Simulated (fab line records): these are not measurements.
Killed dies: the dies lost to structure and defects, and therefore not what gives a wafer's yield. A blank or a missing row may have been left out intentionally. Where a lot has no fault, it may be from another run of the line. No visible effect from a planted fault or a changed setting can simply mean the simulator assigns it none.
Chamber matching    flow gf180mcu    cmp-01 running GF_V4_CMP_04: 4 sister chambers
The step polishes SiO2. 8 wafers are shown with their chamber, then 12 later ones without.

== EACH WAFER AND ITS CHAMBER ==
wafer   chamber  motor current A (A)  time to endpoint s (s)
L080.6  1        13.3                 86
L081.2  1        13.2                 73
L085.1  2        11.5                 79
L085.4  3        13.2                 78
L085.6  0        10.3                 81
L089.1  0        10.5                 74
L089.3  3        12.6                 82
L089.5  2        11.4                 80

== WAFERS MISSING THEIR CHAMBER ==
wafer   motor current A (A)  time to endpoint s (s)
L092.3  13.9                 83
L092.5  9.9                  88
L092.6  12.9                 84
L093.1  12.6                 77
L093.2  11.2                 75
L093.6  12.8                 84
L094.2  13.2                 81
L094.4  13.8                 85
L094.6  10.3                 90
L097.1  12.6                 78
L097.3  10.3                 89
L097.5  11.6                 80

== CHAMBER TAKEN BY EACH ==
wafer   from the rows above      in truth
L092.3  can't be placed: 1 or 3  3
L092.5  0                        0
L092.6  can't be placed: 3 or 1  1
L093.1  can't be placed: 3 or 1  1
L093.2  2                        2
L093.6  can't be placed: 3 or 1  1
L094.2  can't be placed: 1 or 3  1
L094.4  can't be placed: 1 or 3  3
L094.6  0                        0
L097.1  can't be placed: 3 or 1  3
L097.3  0                        0
L097.5  2                        2
Correct placement for 5 of the 12. Cannot be placed on the basis of these rows: 7; the candidates contain the true chamber in 7. Placed wrongly: 0.
How it was worked out, from the rows above alone: a wafer's distance from a chamber is the root of the sum, over the readings, of the square of ((its reading less the chamber's mean) divided by the reading's scatter). If the next closest chamber is less than 2 further off than the closest, the wafer can't be placed; otherwise it belongs to the closest. A chamber's mean is the mean of its shown wafers. The scatter: take each reading less its chamber's mean, square it, sum over the shown wafers, divide by the number of wafers less the number of chambers, and take the root.
